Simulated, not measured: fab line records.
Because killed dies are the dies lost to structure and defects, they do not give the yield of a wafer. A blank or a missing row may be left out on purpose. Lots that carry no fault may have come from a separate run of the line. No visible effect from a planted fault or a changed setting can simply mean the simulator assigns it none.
Split-lot study / flow sky130 / 23 wafers read from 5 lots, route of 708 steps

## THE SPLIT ITSELF
At SKY_VT_ADJUST_HVTP_STRIP_10 (strips in O2/N2), the setting pressureMtorr was moved away from the recipe's 1500 mTorr on 20 of the 23 wafers read, by -8.5% to +14.0%. This setting was run at the recipe's value on the other wafers.

The reading is taken at the split's own step.

## THE READING
oesProductAu, in a.u., at SKY_VT_ADJUST_HVTP_STRIP_10 (strips in O2/N2). Typical for fault-free wafers on this fab line: 0.717 a.u., with standard deviation 0.0045 a.u.

wafer=L074.1; tool, chamber at the split=plasmaAsher-03, 1; pressureMtorr as run, mTorr=1406; against the recipe=-6.3%; oesProductAu, a.u.=0.705; against lot-mates on the recipe=no lot-mate on the recipe
wafer=L074.3; tool, chamber at the split=plasmaAsher-03, 0; pressureMtorr as run, mTorr=1406; against the recipe=-6.3%; oesProductAu, a.u.=0.712; against lot-mates on the recipe=no lot-mate on the recipe
wafer=L074.4; tool, chamber at the split=plasmaAsher-03, 1; pressureMtorr as run, mTorr=1406; against the recipe=-6.3%; oesProductAu, a.u.=0.708; against lot-mates on the recipe=no lot-mate on the recipe
wafer=L074.5; tool, chamber at the split=plasmaAsher-03, 0; pressureMtorr as run, mTorr=1406; against the recipe=-6.3%; oesProductAu, a.u.=0.705; against lot-mates on the recipe=no lot-mate on the recipe
wafer=L074.6; tool, chamber at the split=plasmaAsher-03, 1; pressureMtorr as run, mTorr=1406; against the recipe=-6.3%; oesProductAu, a.u.=0.709; against lot-mates on the recipe=no lot-mate on the recipe
wafer=L079.4; tool, chamber at the split=plasmaAsher-04, 1; pressureMtorr as run, mTorr=1500; against the recipe=recipe; oesProductAu, a.u.=0.717; against lot-mates on the recipe=-
wafer=L079.5; tool, chamber at the split=plasmaAsher-04, 1; pressureMtorr as run, mTorr=1500; against the recipe=recipe; oesProductAu, a.u.=0.721; against lot-mates on the recipe=-
wafer=L079.6; tool, chamber at the split=plasmaAsher-04, 0; pressureMtorr as run, mTorr=1500; against the recipe=recipe; oesProductAu, a.u.=0.715; against lot-mates on the recipe=-
wafer=L082.1; tool, chamber at the split=plasmaAsher-01, 0; pressureMtorr as run, mTorr=1424; against the recipe=-5.1%; oesProductAu, a.u.=0.706; against lot-mates on the recipe=no lot-mate on the recipe
wafer=L082.2; tool, chamber at the split=plasmaAsher-01, 1; pressureMtorr as run, mTorr=1424; against the recipe=-5.1%; oesProductAu, a.u.=0.706; against lot-mates on the recipe=no lot-mate on the recipe
wafer=L082.4; tool, chamber at the split=plasmaAsher-01, 1; pressureMtorr as run, mTorr=1424; against the recipe=-5.1%; oesProductAu, a.u.=0.708; against lot-mates on the recipe=no lot-mate on the recipe
wafer=L082.5; tool, chamber at the split=plasmaAsher-01, 1; pressureMtorr as run, mTorr=1424; against the recipe=-5.1%; oesProductAu, a.u.=0.708; against lot-mates on the recipe=no lot-mate on the recipe
wafer=L082.6; tool, chamber at the split=plasmaAsher-01, 0; pressureMtorr as run, mTorr=1424; against the recipe=-5.1%; oesProductAu, a.u.=0.712; against lot-mates on the recipe=no lot-mate on the recipe
wafer=L083.1; tool, chamber at the split=plasmaAsher-01, 1; pressureMtorr as run, mTorr=1372; against the recipe=-8.5%; oesProductAu, a.u.=0.700; against lot-mates on the recipe=no lot-mate on the recipe
wafer=L083.2; tool, chamber at the split=plasmaAsher-01, 0; pressureMtorr as run, mTorr=1372; against the recipe=-8.5%; oesProductAu, a.u.=0.706; against lot-mates on the recipe=no lot-mate on the recipe
wafer=L083.3; tool, chamber at the split=plasmaAsher-01, 0; pressureMtorr as run, mTorr=1372; against the recipe=-8.5%; oesProductAu, a.u.=0.700; against lot-mates on the recipe=no lot-mate on the recipe
wafer=L083.4; tool, chamber at the split=plasmaAsher-01, 1; pressureMtorr as run, mTorr=1372; against the recipe=-8.5%; oesProductAu, a.u.=0.700; against lot-mates on the recipe=no lot-mate on the recipe
wafer=L083.5; tool, chamber at the split=plasmaAsher-01, 1; pressureMtorr as run, mTorr=1372; against the recipe=-8.5%; oesProductAu, a.u.=0.695; against lot-mates on the recipe=no lot-mate on the recipe
wafer=L084.1; tool, chamber at the split=plasmaAsher-03, 1; pressureMtorr as run, mTorr=1710; against the recipe=+14.0%; oesProductAu, a.u.=0.732; against lot-mates on the recipe=no lot-mate on the recipe
wafer=L084.2; tool, chamber at the split=plasmaAsher-03, 0; pressureMtorr as run, mTorr=1710; against the recipe=+14.0%; oesProductAu, a.u.=0.734; against lot-mates on the recipe=no lot-mate on the recipe
wafer=L084.3; tool, chamber at the split=plasmaAsher-03, 1; pressureMtorr as run, mTorr=1710; against the recipe=+14.0%; oesProductAu, a.u.=0.741; against lot-mates on the recipe=no lot-mate on the recipe
wafer=L084.5; tool, chamber at the split=plasmaAsher-03, 1; pressureMtorr as run, mTorr=1710; against the recipe=+14.0%; oesProductAu, a.u.=0.729; against lot-mates on the recipe=no lot-mate on the recipe
wafer=L084.6; tool, chamber at the split=plasmaAsher-03, 0; pressureMtorr as run, mTorr=1710; against the recipe=+14.0%; oesProductAu, a.u.=0.723; against lot-mates on the recipe=no lot-mate on the recipe

FIT RESULTS
A straight line over all 23 wafers: oesProductAu changes by +0.00131 a.u. for each +1% of pressureMtorr; r = +0.93; the points scatter about the line by 0.0044 a.u.
Too few moved wafers with a lot-mate on the recipe to fit a line net of each lot's own level.
Tool readings at the split's step, against how far the setting was moved: oesProductAu r = +0.93; stripTimeToEndpointS r = -0.99.

## THE WHOLE CHAIN: every reading that the file lists as answering this split, in the file's order
step=SKY_VT_ADJUST_HVTP_STRIP_10; what it does=strips in O2/N2; reading=oesProductAu; change (the file's fit)=+0.00131 a.u. for each +1% of the setting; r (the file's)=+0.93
step=SKY_VT_ADJUST_HVTP_STRIP_10; what it does=strips in O2/N2; reading=stripTimeToEndpointS; change (the file's fit)=withheld for each +1% of the setting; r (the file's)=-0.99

## FILE'S OWN FIT
oesProductAu changes by +0.00131 a.u. for each +1% of pressureMtorr, r = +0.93.
